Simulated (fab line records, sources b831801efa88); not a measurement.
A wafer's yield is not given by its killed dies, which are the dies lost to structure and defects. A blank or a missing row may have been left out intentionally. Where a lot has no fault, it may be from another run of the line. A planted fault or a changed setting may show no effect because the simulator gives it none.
Matching of chambers | flow gf180mcu | GF_V4_CMP_04 on cmp-01: 4 sister chambers
The step polishes SiO2. 16 wafers are shown with their chamber, then 8 later ones without.

EACH WAFER AND ITS CHAMBER
wafer  | chamber | motor current A (A) | time to endpoint s (s) | slurry filter dp kPa (kPa)
L555.1 | 0       | 11.9                | 75                     | 13.43
L555.4 | 2       | 11.3                | 77                     | 13.40
L555.5 | 3       | 13.9                | 81                     | 13.56
L558.2 | 3       | 14.5                | 83                     | 13.52
L558.3 | 1       | 12.1                | 84                     | 13.47
L558.5 | 2       | 11.6                | 86                     | 13.32
L561.1 | 3       | 14.6                | 76                     | 13.65
L561.3 | 2       | 11.7                | 89                     | 13.52
L561.5 | 3       | 14.2                | 72                     | 13.23
L569.1 | 3       | 13.9                | 81                     | 13.57
L569.2 | 1       | 11.4                | 71                     | 13.61
L569.4 | 2       | 11.9                | 78                     | 13.48
L571.1 | 3       | 13.7                | 90                     | 13.32
L571.2 | 2       | 11.4                | 88                     | 13.60
L571.6 | 2       | 12.0                | 99                     | 13.71
L572.1 | 2       | 12.5                | 80                     | 13.49

SIGNATURES (averages over the wafers above)
reading              | chamber 0 | chamber 1 | chamber 2 | chamber 3 | scatter within a chamber
motor current A      | 11.900    | 11.750    | 11.771    | 14.133    | 0.397
time to endpoint s   | 75.00     | 77.50     | 85.29     | 80.50     | 7.27
slurry filter dp kPa | 13.4300   | 13.5400   | 13.5029   | 13.4750   | 0.141
Rule: distance of a wafer from a chamber = root of the sum over the readings of ((wafer's reading minus chamber's mean) / reading's scatter) squared. The wafer belongs to the nearest chamber; if the next one is less than 2 further off, it can't be placed. How the scatter is found: for the shown wafers, subtract from each reading the mean of its chamber, square and add these, divide the total by (wafers less chambers), then take the root.

WAFERS WHOSE CHAMBER IS MISSING
wafer  | motor current A (A) | time to endpoint s (s) | slurry filter dp kPa (kPa)
L572.3 | 12.6                | 73                     | 13.46
L572.6 | 11.6                | 87                     | 13.38
L573.1 | 11.3                | 81                     | 13.49
L573.4 | 14.3                | 84                     | 13.60
L573.5 | 11.8                | 83                     | 13.44
L574.1 | 11.9                | 76                     | 13.22
L574.3 | 11.7                | 70                     | 13.43
L574.5 | 12.2                | 73                     | 13.54

WHICH CHAMBER EACH WENT THROUGH
wafer  | from the rows above          | in truth
L572.3 | can't be placed: 0 or 1 or 2 | 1
L572.6 | can't be placed: 2 or 1 or 0 | 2
L573.1 | can't be placed: 1 or 2 or 0 | 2
L573.4 | 3                            | 3
L573.5 | can't be placed: 2 or 1 or 0 | 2
L574.1 | can't be placed: 0 or 1 or 2 | 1
L574.3 | can't be placed: 0 or 1 or 2 | 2
L574.5 | can't be placed: 0 or 1 or 2 | 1
Placed correctly: 1 of 8. These rows do not allow placing 7 (true chamber among the candidates in 7). Placed wrongly: 0.
